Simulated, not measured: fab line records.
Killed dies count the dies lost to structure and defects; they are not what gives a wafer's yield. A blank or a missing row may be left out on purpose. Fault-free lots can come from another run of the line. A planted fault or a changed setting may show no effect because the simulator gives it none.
Which tool is to blame? || flow gf180mcu || 12 lots, 36 wafers sampled, at 3 steps of a route of 602

== WHAT THE GAUGES READ, wafer by wafer ==
GF_CONTACT_CD_MEAS_14: target cd 220 nm.
{"lot": "L075", "measured": "day 16 02:52", "on": "cd_sem-02", "cd_nm (nm)": "219.4 220.2 219.7"}
{"lot": "L077", "measured": "day 16 20:59", "on": "cd_sem-01", "cd_nm (nm)": "221.6 221.4 221.1"}
{"lot": "L079", "measured": "day 17 10:52", "on": "cd_sem-01", "cd_nm (nm)": "221.6 220.9 222.4"}
{"lot": "L081", "measured": "day 19 00:03", "on": "cd_sem-01", "cd_nm (nm)": "223.4 224.8 222.6"}
{"lot": "L083", "measured": "day 20 01:07", "on": "cd_sem-02", "cd_nm (nm)": "222.2 221.3 220.9"}
{"lot": "L085", "measured": "day 20 09:03", "on": "cd_sem-02", "cd_nm (nm)": "220.5 221.0 220.7"}
{"lot": "L087", "measured": "day 21 01:22", "on": "cd_sem-01", "cd_nm (nm)": "220.5 220.7 221.4"}
{"lot": "L089", "measured": "day 21 11:39", "on": "cd_sem-01", "cd_nm (nm)": "221.0 220.5 221.3"}
{"lot": "L091", "measured": "day 22 01:26", "on": "cd_sem-02", "cd_nm (nm)": "219.9 219.1 220.2"}
{"lot": "L093", "measured": "day 23 04:02", "on": "cd_sem-01", "cd_nm (nm)": "220.3 219.8 218.8"}
{"lot": "L095", "measured": "day 24 00:11", "on": "cd_sem-02", "cd_nm (nm)": "217.4 217.6 217.3"}
{"lot": "L097", "measured": "day 24 21:04", "on": "cd_sem-02", "cd_nm (nm)": "219.3 218.7 219.6"}

== TOOL THAT RAN EACH LOT (tool first, then ch and the chambers of the sampled wafers, then the start) ==
{"lot": "L075", "GF_STI_STRIP_15": "plasma_asher-02 ch 0,1, day 2 06:26", "GF_POLY_GATE_ETCH_13": "rie_si-01 ch 0,1,2, day 9 07:14"}
{"lot": "L077", "GF_STI_STRIP_15": "plasma_asher-04 ch 0,1, day 2 16:41", "GF_POLY_GATE_ETCH_13": "rie_si-01 ch 2,3, day 9 21:08"}
{"lot": "L079", "GF_STI_STRIP_15": "plasma_asher-04 ch 0,1, day 3 02:52", "GF_POLY_GATE_ETCH_13": "rie_si-01 ch 2,3, day 10 07:22"}
{"lot": "L081", "GF_STI_STRIP_15": "plasma_asher-04 ch 0,1, day 3 13:59", "GF_POLY_GATE_ETCH_13": "rie_si-01 ch 0,2,3, day 11 13:46"}
{"lot": "L083", "GF_STI_STRIP_15": "plasma_asher-01 ch 0,1, day 4 00:52", "GF_POLY_GATE_ETCH_13": "rie_si-02 ch 0,1, day 12 07:14"}
{"lot": "L085", "GF_STI_STRIP_15": "plasma_asher-02 ch 0,1, day 4 10:59", "GF_POLY_GATE_ETCH_13": "rie_si-02 ch 0,1,3, day 12 16:18"}
{"lot": "L087", "GF_STI_STRIP_15": "plasma_asher-02 ch 0,1, day 4 23:37", "GF_POLY_GATE_ETCH_13": "rie_si-02 ch 1,2,3, day 13 03:29"}
{"lot": "L089", "GF_STI_STRIP_15": "plasma_asher-02 ch 0,1, day 5 07:05", "GF_POLY_GATE_ETCH_13": "rie_si-01 ch 0,1,2, day 13 12:52"}
{"lot": "L091", "GF_STI_STRIP_15": "plasma_asher-01 ch 0,1, day 5 16:40", "GF_POLY_GATE_ETCH_13": "rie_si-02 ch 0,2,3, day 13 23:47"}
{"lot": "L093", "GF_STI_STRIP_15": "plasma_asher-04 ch 0,1, day 6 02:56", "GF_POLY_GATE_ETCH_13": "rie_si-01 ch 0,1,2, day 15 01:04"}
{"lot": "L095", "GF_STI_STRIP_15": "plasma_asher-02 ch 0,1, day 6 13:20", "GF_POLY_GATE_ETCH_13": "rie_si-02 ch 0,2,3, day 15 20:24"}
{"lot": "L097", "GF_STI_STRIP_15": "plasma_asher-02 ch 0, day 7 03:40", "GF_POLY_GATE_ETCH_13": "rie_si-02 ch 1,2,3, day 16 17:30"}
- GF_STI_STRIP_15: strips in O2/N2.
- GF_POLY_GATE_ETCH_13: etches poly-Si in HBr/Cl2, stops on SiO2, target depth 198.5 nm, time 69.6 s.

== THE ANSWER, worked out from the rows above alone ==
Rule: the usual values come from the lots themselves. Put in order of their means at a reading, lots are off if they are a third of the lots or fewer, leave a main group of 4 or more, and stand apart from it by a gap of 3 or more times the standard deviation of the main group's means; of several such gaps the widest counts. The tables above print the reading to a certain number of digits; a main group whose means all agree to those digits is not used. Also off: a lot with no number at a reading for which 4 or more lots have one. Any other lot the step has rows for is counted as sound.
None of the lots is off at any reading shown; this tells nothing.

== WHAT WAS PUT IN BY THE SIMULATOR ==
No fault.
